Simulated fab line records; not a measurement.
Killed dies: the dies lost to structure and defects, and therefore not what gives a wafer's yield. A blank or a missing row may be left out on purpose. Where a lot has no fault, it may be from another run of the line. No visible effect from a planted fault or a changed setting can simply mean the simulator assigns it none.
Comparing a struck lot with a sound one    flow sky130    15 out of 708 route steps
Sound: the wafers L158.1, L158.3, L158.6. Struck: wafer L174.3. (L174.4, L174.5 of the same lot were not struck and are left out.) The cause comes at the end.
Order at every step that has rows: each side's tool, ch and its chambers, its first start. Under that, the readings that differ: sound wafers    struck wafers    difference of the means    sigmas: that difference in standard deviations of wafers without a fault.
alike: readings with means less than 2 such deviations apart, plus words and numbers identical on both sides. not compared: withheld readings, readings lacking a value on some wafer, bounds such as >300 that could conceal the same value, and numbers that have no deviation in the record and whose values overlap.
Wherever a step has rows on one side only, a row that says differs or no value, or a row with sigmas, the two part there. When numbers do not overlap yet have no deviation, they are printed without sigmas and do not part them. Lack of a reading on every wafer of one side parts them only where that side has two or more wafers.

first, 2 steps without rows for these wafers: SKY_VIA4_PEB_09; SKY_VIA4_DEVELOP_10 (develop time 60 s).
SKY_VIA4_OVL_MEAS_11:
  sound: overlay-02 at day 43 19:42; struck: overlay-01 at day 47 23:08
  alike: VIA4_OVL
SKY_VIA4_ETCH_12: etches SiO2 in C4F8/O2/Ar, stops on TiN, target depth 580 nm.
  sound on rie-diel-03 ch 2,3, day 43 19:44; struck on rie-diel-03 ch 0, day 47 23:09
  alike: oes-product-au
SKY_VIA4_STRIP_13: strips in O2/N2.
  sound on plasma-asher-01 ch 0, day 43 19:49; struck on plasma-asher-04 ch 1, day 47 23:16
  alike: drypump-motor-current-A, oes-product-au, strip-time-to-endpoint-s
  not compared: rf-hours-counter-h
then, 3 steps without rows for these wafers: SKY_VIA4_STRIP_14 (strips in post etch residue remover, time 1200 s); SKY_VIA4_CLEAN_15 (cleans in IPA, time 180 s); SKY_VIA4_CLEAN_16 (cleans in O3/DIW).
SKY_VIA4_SPUTTER_17: material TiN, target thk 20 nm, time 80 s.
  sound: pvd-sputter-04 at day 43 20:37; struck: pvd-sputter-01 at day 47 23:52
  alike: chamber-pressure-pa, throttle-valve-pct
SKY_VIA4_CVD_18: deposits W, target thk 505 nm, time 152.14 s.
  sound on cvd-w-02 ch 0,1, day 43 20:40; struck on cvd-w-02 ch 0, day 48 00:02
  alike: heater-power-w
SKY_VIA4_RS_MEAS_19: measurement is done with a four-point probe.
  sound: film-metro-01 at day 43 20:49; struck: film-metro-02 at day 48 00:16
reading             sound                 struck  difference  sigmas
VIA4_W_RS (ohm/sq)  0.2319 0.2323 0.2296  0.2245  -0.0068     -2
SKY_VIA4_THK_MEAS_20: measures by xrf.
  sound: film-metro-01 at day 43 20:56; struck: film-metro-02 at day 48 00:22
reading          sound        struck  difference  sigmas
VIA4_W_THK (nm)  490 492 493  510     +18         +3
SKY_VIA4_CMP_21: polishes, stops on SiO2, t overpolish 25 s, target thk 0 nm.
  sound on cmp-01 ch 1,2,3, day 43 21:00; struck on cmp-01 ch 0, day 48 00:25
reading                 sound                 struck  difference  sigmas
overpolish-run-s (s)    24.999 24.993 25.009  0.035   -24.965     -99 or more
time-to-endpoint-s (s)  117 125 116           193     +74         +17
  alike: motor-current-A, slurry-flow-ml-min
SKY_METAL5_SPUTTER_00: material Ti, target thk 15 nm, time 10 s.
  rows exist in the record for the sound wafers here (pvd-sputter-02, day 43 21:18), none for the struck ones
-- the record jumps here: 2 days lie between the struck wafers' starts before and after (it left off in module METAL5 and takes up again in module PAD_OPEN, whose first step shown is number 708 of the route) --
SKY_PAD_OPEN_PROBE_99:
  sound: prober-01 at day 46 17:04; struck: prober-02 at day 50 10:14
reading                   sound           struck  difference  sigmas
defect-limited-yield (%)  83.9 82.3 85.4  0       -84         -47
killed_at_M4_up           3 2 3           410     +407        +99 or more
killed-dies               79 87 72        492     +413        +47
killed-on-rim             18 13 6         96      +84         +20
sort_bin_3_pad_short (%)  0.2 0.8 1.2     83.9    +83.2       +99 or more
sort-n-pass               413 405 420     0       -413        -47
sort-yield-pct (%)        83.9 82.3 85.4  0       -84         -47
  alike: killed_at_M0_to_M3, killed-at-contacts, killed-at-front-end, killed-at-other, killed-open, killed-short, sort_bin_5_function, sort_bin_6_memory

WHERE THEY PART
Last at SKY_PAD_OPEN_PROBE_99 as far as this record goes, first at SKY_VIA4_RS_MEAS_19.

WHY: what the simulator had put in
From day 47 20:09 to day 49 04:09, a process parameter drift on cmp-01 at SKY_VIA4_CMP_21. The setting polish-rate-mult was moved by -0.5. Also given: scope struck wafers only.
